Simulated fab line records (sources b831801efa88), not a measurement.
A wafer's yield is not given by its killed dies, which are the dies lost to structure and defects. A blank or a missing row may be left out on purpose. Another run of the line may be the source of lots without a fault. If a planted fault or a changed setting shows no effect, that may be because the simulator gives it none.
Problem report, 8D (eight disciplines) form, completed by code / flow sky130 / the parts of the form that need people (team, actions taken, sign-off) are left out

1. THE ISSUE
LDD_P_TW at SKY_LDD_P_TW_MEAS_11 reads a mean of 30 on 3 wafers of 1 lot; wafers without a fault read 633 with a standard deviation of 7.4. That puts it -81 standard deviations away from the usual mean.
Earliest sighting: wafer L221.2 on film metro-02 at day 25 03:26. The record has a number at this step for 39 wafers belonging to 13 lots. By rule, "out" or "out of limits" means more than 4 standard deviations away from the usual mean. The rest of the wafers with a number are treated as sound.

2. WHAT THIS IS AND IS NOT
question=which readings at this step | is=LDD_P_TW | is not=-
question=which lots | is=L221 | is not=L209, L211, L213, L214, L215, L216, L217, L218, L219, L222, L223, L227
question=which wafers of those lots | is=all that have a number | is not=-
question=read on which gauges | is=film metro-02 | is not=film metro-01, film metro-03
question=when | is=from day 25 03:26 | is not=up to then (30 sound wafers); but 6 sound wafers of L223, L227 came after

3. THE SUSPECTS, EACH WITH WHAT RULES IT OUT
Counting: a tool stays on the suspect list if, at a process step up to the reading, it processed all lots that are out and no sound lot following the first of them.
- the gauge at SKY_LDD_P_TW_MEAS_11 is ruled out. All the wafers that are out were read on film metro-02, but those of them that SKY_LDD_N_STRIP_16 has rows for are out there too, on other tools.
- rie diel-04 at SKY_POLY_GATE_ETCH_16 (etches Si3N4 in CH3F/O2, stops on poly-Si, time 147.5 s, target depth 75 nm): ruled out as a lasting fault. Following L221 (day 22 12:43), the first lot on it that is out, the sound lots L227 were run on it.
- plasma asher-04 at SKY_LDD_N_STRIP_16 (strips in O2/N2): kept. It ran the lot that is out, L221 (day 23 21:45), and no sound lot after that; its last sound lot up to then is L219 (day 23 09:04). On those wafers its own readings are out: oes product au.
- plasma asher-01 at SKY_LDD_P_STRIP_10 (strips in O2/N2): ruled out as a lasting fault. Following L221 (day 25 03:19), the first lot on it that is out, the sound lots L227 were run on it.
After counting, what remains is plasma asher-04 at SKY_LDD_N_STRIP_16.

4. THE CAUSE (what the simulator had put in)
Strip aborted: plasma asher-04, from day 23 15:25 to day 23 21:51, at SKY_LDD_N_STRIP_16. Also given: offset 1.
Counting left only this tool.

5. SEQUENCE OF EFFECTS, ordered by route
One row per reading whose mean, taken over the struck wafers that have a number, lies over 3 standard deviations from the usual. Scope: only readings with a usual standard deviation given in the record; hours: median across lots of the time from each lot's start at the first step in this table that gives one to its start at this step; sigmas: change in usual standard deviations.
hours=0; step=SKY_LDD_N_STRIP_16; reading=chamber pressure mTorr; usual=1500.0 mTorr; on struck wafers=1510.8; change=+10.8; sigmas=+8.3
hours=0; step=SKY_LDD_N_STRIP_16; reading=oes product au; usual=0.406 a.u.; on struck wafers=0.562; change=+0.156; sigmas=+36
hours=30; step=SKY_LDD_P_STRIP_10; reading=strip time to endpoint s; usual=14.17 s; on struck wafers=17.88; change=+3.71; sigmas=+99 or more
hours=30; step=SKY_LDD_P_TW_MEAS_11; reading=LDD_P_TW; usual=633; on struck wafers=30; change=-603; sigmas=-81
The process steps in it:
- SKY_LDD_N_STRIP_16: strips in O2/N2.
- SKY_LDD_P_STRIP_10: strips in O2/N2.
Readings that are blank on the struck wafers while sound wafers have them: strip time to endpoint s at SKY_LDD_N_STRIP_16.
At these later measuring or inspecting steps, every struck wafer for which the step has a row has a number for every such reading, and none has moved that far: SKY_LDD_HVN_TW_MEAS_10.

6. WHAT WOULD HAVE CAUGHT IT SOONER
In this record the first reading out of limits at a measuring or inspecting step was taken at day 25 03:26, 36 hours after the fault began at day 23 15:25.
Tool's own readings at SKY_LDD_N_STRIP_16, oes product au: out on all struck wafers the step has rows for; an alarm limit on them would have tripped on the first.
By day 25 03:26 the whole set of lots that are out, 1 in number, had already begun SKY_LDD_N_STRIP_16 on plasma asher-04. Had the tool been put on hold then, not one of them would have been saved.
